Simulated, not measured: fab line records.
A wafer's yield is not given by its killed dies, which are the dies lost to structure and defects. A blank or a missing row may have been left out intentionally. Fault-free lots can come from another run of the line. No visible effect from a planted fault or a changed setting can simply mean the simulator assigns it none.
Which tool was responsible? / flow gf180mcu / 12 lots, 36 wafers sampled, at 5 steps of a route of 602

## WHAT THE GAUGES SHOWED, per wafer
GF_V2_THK_MEAS_01. Usual: V2_CVD_00_THK gives 602 nm (standard deviation 6.5).
lot=L820; measured=day 19 05:32; on=film-metro-01; V2_CVD_00_THK (nm)=607 603 612; flag=
lot=L822; measured=day 20 00:02; on=film-metro-01; V2_CVD_00_THK (nm)=598 606 590; flag=
lot=L823; measured=day 20 05:44; on=film-metro-04; V2_CVD_00_THK (nm)=603 605 602; flag=
lot=L831; measured=day 23 05:49; on=film-metro-03; V2_CVD_00_THK (nm)=599 601 597; flag=
lot=L832; measured=day 23 17:04; on=film-metro-01; V2_CVD_00_THK (nm)=605 607 601; flag=
lot=L833; measured=day 23 23:36; on=film-metro-03; V2_CVD_00_THK (nm)=608 603 597; flag=
lot=L834; measured=day 24 07:19; on=film-metro-03; V2_CVD_00_THK (nm)=603 607 603; flag=
lot=L837; measured=day 25 21:52; on=film-metro-03; V2_CVD_00_THK (nm)=597 592 596; flag=
lot=L840; measured=day 26 13:55; on=film-metro-03; V2_CVD_00_THK (nm)=607 609 609; flag=
lot=L841; measured=day 26 20:41; on=film-metro-01; V2_CVD_00_THK (nm)=597 593 596; flag=
lot=L842; measured=day 27 00:30; on=film-metro-01; V2_CVD_00_THK (nm)=590 595 602; flag=
lot=L843; measured=day 27 11:14; on=film-metro-03; V2_CVD_00_THK (nm)=589 589 602; flag=

GF_M3_CD_MEAS_14: the cd target is 280 nm. Usual: cd-nm at 280.1 nm, with a standard deviation of 0.87.
lot=L820; measured=day 21 09:21; on=cd-sem-02; cd-nm (nm)=279.2 280.5 280.5; flag=
lot=L822; measured=day 22 02:50; on=cd-sem-02; cd-nm (nm)=280.9 280.9 281.5; flag=
lot=L823; measured=day 22 07:44; on=cd-sem-01; cd-nm (nm)=280.3 279.9 279.2; flag=
lot=L831; measured=day 25 05:24; on=cd-sem-01; cd-nm (nm)=279.9 282.0 281.3; flag=
lot=L832; measured=day 25 15:08; on=cd-sem-01; cd-nm (nm)=255.2 281.3 256.6; flag=OFF
lot=L833; measured=day 25 20:38; on=cd-sem-01; cd-nm (nm)=280.9 279.2 280.4; flag=
lot=L834; measured=day 26 05:00; on=cd-sem-02; cd-nm (nm)=255.1 256.4 278.9; flag=OFF
lot=L837; measured=day 27 17:02; on=cd-sem-02; cd-nm (nm)=279.7 280.3 280.9; flag=
lot=L840; measured=day 28 08:09; on=cd-sem-02; cd-nm (nm)=278.4 279.7 279.4; flag=
lot=L841; measured=day 28 15:11; on=cd-sem-02; cd-nm (nm)=279.8 279.4 279.8; flag=
lot=L842; measured=day 28 18:01; on=cd-sem-01; cd-nm (nm)=279.7 279.8 280.0; flag=
lot=L843; measured=day 29 03:51; on=cd-sem-01; cd-nm (nm)=279.4 278.8 279.2; flag=

## TOOL THAT RAN EACH LOT (tool first, then ch and the chambers of the sampled wafers, then the start)
lot=L820; GF_V2_CVD_02=pecvd-01 ch 0,1, day 19 05:35; GF_M3_SPUTTER_02=pvd-sputter-02, day 20 08:59; GF_M3_EXPOSE_11=krf-scanner-02 ch 0, day 20 21:23
lot=L822; GF_V2_CVD_02=pecvd-03 ch 1,2, day 20 00:05; GF_M3_SPUTTER_02=pvd-sputter-02, day 21 02:54; GF_M3_EXPOSE_11=krf-scanner-01 ch 0, day 21 15:29
lot=L823; GF_V2_CVD_02=pecvd-01 ch 0,2, day 20 05:48; GF_M3_SPUTTER_02=pvd-sputter-01, day 21 07:59; GF_M3_EXPOSE_11=krf-scanner-01 ch 0, day 21 20:17
lot=L831; GF_V2_CVD_02=pecvd-04 ch 0,1, day 23 05:52; GF_M3_SPUTTER_02=pvd-sputter-01, day 24 07:16; GF_M3_EXPOSE_11=krf-scanner-02 ch 0, day 24 18:53
lot=L832; GF_V2_CVD_02=pecvd-04 ch 0,1,2, day 23 17:07; GF_M3_SPUTTER_02=pvd-sputter-01, day 24 17:25; GF_M3_EXPOSE_11=krf-scanner-01 ch 0, day 25 04:10
lot=L833; GF_V2_CVD_02=pecvd-03 ch 1,2, day 23 23:40; GF_M3_SPUTTER_02=pvd-sputter-02, day 24 23:37; GF_M3_EXPOSE_11=krf-scanner-02 ch 0, day 25 09:56
lot=L834; GF_V2_CVD_02=pecvd-01 ch 0,1,2, day 24 07:22; GF_M3_SPUTTER_02=pvd-sputter-02, day 25 07:53; GF_M3_EXPOSE_11=krf-scanner-01 ch 0, day 25 19:04
lot=L837; GF_V2_CVD_02=pecvd-03 ch 1,2, day 25 21:56; GF_M3_SPUTTER_02=pvd-sputter-03, day 26 20:34; GF_M3_EXPOSE_11=krf-scanner-02 ch 0, day 27 06:52
lot=L840; GF_V2_CVD_02=pecvd-03 ch 0,1,2, day 26 13:58; GF_M3_SPUTTER_02=pvd-sputter-03, day 27 12:34; GF_M3_EXPOSE_11=krf-scanner-02 ch 0, day 27 22:49
lot=L841; GF_V2_CVD_02=pecvd-01 ch 0,1,2, day 26 20:44; GF_M3_SPUTTER_02=pvd-sputter-03, day 27 19:05; GF_M3_EXPOSE_11=krf-scanner-02 ch 0, day 28 04:50
lot=L842; GF_V2_CVD_02=pecvd-01 ch 0,1,2, day 27 00:32; GF_M3_SPUTTER_02=pvd-sputter-03, day 27 22:50; GF_M3_EXPOSE_11=krf-scanner-02 ch 0, day 28 08:46
lot=L843; GF_V2_CVD_02=pecvd-01 ch 0,1, day 27 11:17; GF_M3_SPUTTER_02=pvd-sputter-03, day 28 08:55; GF_M3_EXPOSE_11=krf-scanner-01 ch 0, day 28 18:43
- GF_V2_CVD_02: deposits SiO2 from TEOS, target thk 850 nm, time 94.851 s.
- GF_M3_SPUTTER_02: material AlCu, target thk 450 nm, time 23.9 s.
- GF_M3_EXPOSE_11: exposes mask Metal3, target cd 280 nm.

## AS READ BY THE TOOLS THEMSELVES (means over the sampled wafers that have a number; for cases with no such wafer, the mark the record gives instead)
GF_V2_CVD_02. Usual: heater-power-w at 662 W, with a standard deviation of 100.
lot=L820; tool=pecvd-01; heater-power-w (W)=725; flag=
lot=L822; tool=pecvd-03; heater-power-w (W)=669; flag=
lot=L823; tool=pecvd-01; heater-power-w (W)=637; flag=
lot=L831; tool=pecvd-04; heater-power-w (W)=499; flag=
lot=L832; tool=pecvd-04; heater-power-w (W)=567; flag=
lot=L833; tool=pecvd-03; heater-power-w (W)=680; flag=
lot=L834; tool=pecvd-01; heater-power-w (W)=745; flag=
lot=L837; tool=pecvd-03; heater-power-w (W)=767; flag=
lot=L840; tool=pecvd-03; heater-power-w (W)=664; flag=
lot=L841; tool=pecvd-01; heater-power-w (W)=678; flag=
lot=L842; tool=pecvd-01; heater-power-w (W)=696; flag=
lot=L843; tool=pecvd-01; heater-power-w (W)=710; flag=

GF_M3_SPUTTER_02. Usual: cathode-dc-power-W 10600 W, standard deviation 1.9; throttle-valve-pct 30.1 %, standard deviation 1.1.
lot=L820; tool=pvd-sputter-02; cathode-dc-power-W (W)=10600; throttle-valve-pct (%)=30.2; flag=
lot=L822; tool=pvd-sputter-02; cathode-dc-power-W (W)=10601; throttle-valve-pct (%)=30.7; flag=
lot=L823; tool=pvd-sputter-01; cathode-dc-power-W (W)=10603; throttle-valve-pct (%)=30.3; flag=
lot=L831; tool=pvd-sputter-01; cathode-dc-power-W (W)=10601; throttle-valve-pct (%)=30.1; flag=
lot=L832; tool=pvd-sputter-01; cathode-dc-power-W (W)=10601; throttle-valve-pct (%)=30.4; flag=
lot=L833; tool=pvd-sputter-02; cathode-dc-power-W (W)=10600; throttle-valve-pct (%)=29.7; flag=
lot=L834; tool=pvd-sputter-02; cathode-dc-power-W (W)=10600; throttle-valve-pct (%)=29.8; flag=
lot=L837; tool=pvd-sputter-03; cathode-dc-power-W (W)=10599; throttle-valve-pct (%)=29.7; flag=
lot=L840; tool=pvd-sputter-03; cathode-dc-power-W (W)=10601; throttle-valve-pct (%)=30.2; flag=
lot=L841; tool=pvd-sputter-03; cathode-dc-power-W (W)=10600; throttle-valve-pct (%)=30.1; flag=
lot=L842; tool=pvd-sputter-03; cathode-dc-power-W (W)=10601; throttle-valve-pct (%)=29.4; flag=
lot=L843; tool=pvd-sputter-03; cathode-dc-power-W (W)=10599; throttle-valve-pct (%)=30.2; flag=

GF_M3_EXPOSE_11. Usual: exposure-dose-mJ-cm2 28.09, standard deviation 0.08; stage-vel-mm-s 499.95 mm/s, standard deviation 0.25.
lot=L820; tool=krf-scanner-02; exposure-dose-mJ-cm2=28.00; stage-vel-mm-s (mm/s)=499.84; flag=
lot=L822; tool=krf-scanner-01; exposure-dose-mJ-cm2=28.15; stage-vel-mm-s (mm/s)=499.86; flag=
lot=L823; tool=krf-scanner-01; exposure-dose-mJ-cm2=28.15; stage-vel-mm-s (mm/s)=499.66; flag=
lot=L831; tool=krf-scanner-02; exposure-dose-mJ-cm2=27.99; stage-vel-mm-s (mm/s)=500.26; flag=
lot=L832; tool=krf-scanner-01; exposure-dose-mJ-cm2=28.12; stage-vel-mm-s (mm/s)=500.01; flag=
lot=L833; tool=krf-scanner-02; exposure-dose-mJ-cm2=27.96; stage-vel-mm-s (mm/s)=500.16; flag=
lot=L834; tool=krf-scanner-01; exposure-dose-mJ-cm2=28.17; stage-vel-mm-s (mm/s)=500.13; flag=
lot=L837; tool=krf-scanner-02; exposure-dose-mJ-cm2=28.00; stage-vel-mm-s (mm/s)=500.25; flag=
lot=L840; tool=krf-scanner-02; exposure-dose-mJ-cm2=28.00; stage-vel-mm-s (mm/s)=499.90; flag=
lot=L841; tool=krf-scanner-02; exposure-dose-mJ-cm2=28.04; stage-vel-mm-s (mm/s)=500.34; flag=
lot=L842; tool=krf-scanner-02; exposure-dose-mJ-cm2=27.98; stage-vel-mm-s (mm/s)=499.88; flag=
lot=L843; tool=krf-scanner-01; exposure-dose-mJ-cm2=28.17; stage-vel-mm-s (mm/s)=499.77; flag=

## THE ANSWER, worked out from the rows above alone
Rule: a lot counts as off when the mean over its wafers that have a number is more than 3 standard deviations away from the usual mean. A lot without any number at a reading at which 4 lots or more have one is off too. The other lots that the step has rows for count as sound. Order of review: gauges by route order, followed by the tools' own readings, for which a lot's mean as printed above is used. The first step at which some lot is off is used, and at that step the reading that is off furthest; a lot without a number counts as furthest.
Off: L832, L834 (GF_M3_CD_MEAS_14, cd-nm).
A tool fits if, at a process step before that reading, it ran every lot that is off, and no sound lot after the first of them. Gauges at GF_M3_CD_MEAS_14: tried the same way as those tools. Not one of the candidates tried fits.

## WHAT HAD BEEN PUT IN BY THE SIMULATOR
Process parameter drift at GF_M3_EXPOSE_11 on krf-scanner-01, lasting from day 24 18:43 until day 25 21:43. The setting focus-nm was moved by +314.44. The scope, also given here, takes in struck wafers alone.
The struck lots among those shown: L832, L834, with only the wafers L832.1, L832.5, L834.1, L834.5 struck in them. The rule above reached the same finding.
